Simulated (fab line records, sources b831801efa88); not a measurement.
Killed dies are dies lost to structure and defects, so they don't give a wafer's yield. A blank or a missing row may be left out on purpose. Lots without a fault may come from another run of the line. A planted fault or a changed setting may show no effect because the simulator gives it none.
Chamber matching | flow sfq_line | SFQ_TRILAYER_I4_VIA_BARC_OPEN_VIA_ETCH_146 on rie_diel-03: 4 sister chambers
The step etches BARC in O2, target depth 125 nm, time 41.7 s. 8 wafers are shown with their chamber, then 8 later ones without.

WAFERS WITH THEIR CHAMBER
wafer  | chamber | drypump_motor_current_A (A) | oes_product_au (a.u.)
L504.5 | 3       | 5.83                        | 0.684
L504.6 | 2       | 5.78                        | 0.688
L514.1 | 3       | 5.82                        | 0.688
L514.2 | 2       | 5.75                        | 0.681
L515.3 | 1       | 5.64                        | 0.689
L515.4 | 0       | 5.42                        | 0.687
L515.6 | 1       | 5.59                        | 0.684
L516.1 | 0       | 5.43                        | 0.681

WAFERS WITHOUT THEIR CHAMBER
wafer  | drypump_motor_current_A (A) | oes_product_au (a.u.)
L516.3 | 5.62                        | 0.680
L516.5 | 5.64                        | 0.688
L518.3 | 5.46                        | 0.688
L518.4 | 5.75                        | 0.691
L518.6 | 5.61                        | 0.697
L520.1 | 5.76                        | 0.682
L520.5 | 5.64                        | 0.695
L520.6 | 5.43                        | 0.688

WHICH CHAMBER EACH WENT THROUGH
wafer  | from the rows above     | in truth
L516.3 | 1                       | 1
L516.5 | 1                       | 1
L518.3 | 0                       | 0
L518.4 | can't be placed: 2 or 3 | 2
L518.6 | 1                       | 1
L520.1 | 2                       | 2
L520.5 | 1                       | 1
L520.6 | 0                       | 0
Placed correctly: 7 of 8. Can't be placed from these rows: 1 (the true chamber is among the candidates in 1). Placed wrongly: 0.
How it was worked out, from the rows above alone: a wafer's distance from a chamber is the root of the sum, over the readings, of the square of ((its reading less the chamber's mean) divided by the reading's scatter). The wafer belongs to the nearest chamber; if the next one is less than 2 further off, it can't be placed. A chamber's mean is the mean of its shown wafers. The scatter: the root of (the sum of the squares of (reading less its chamber's mean) over the shown wafers, divided by (wafers less chambers)).
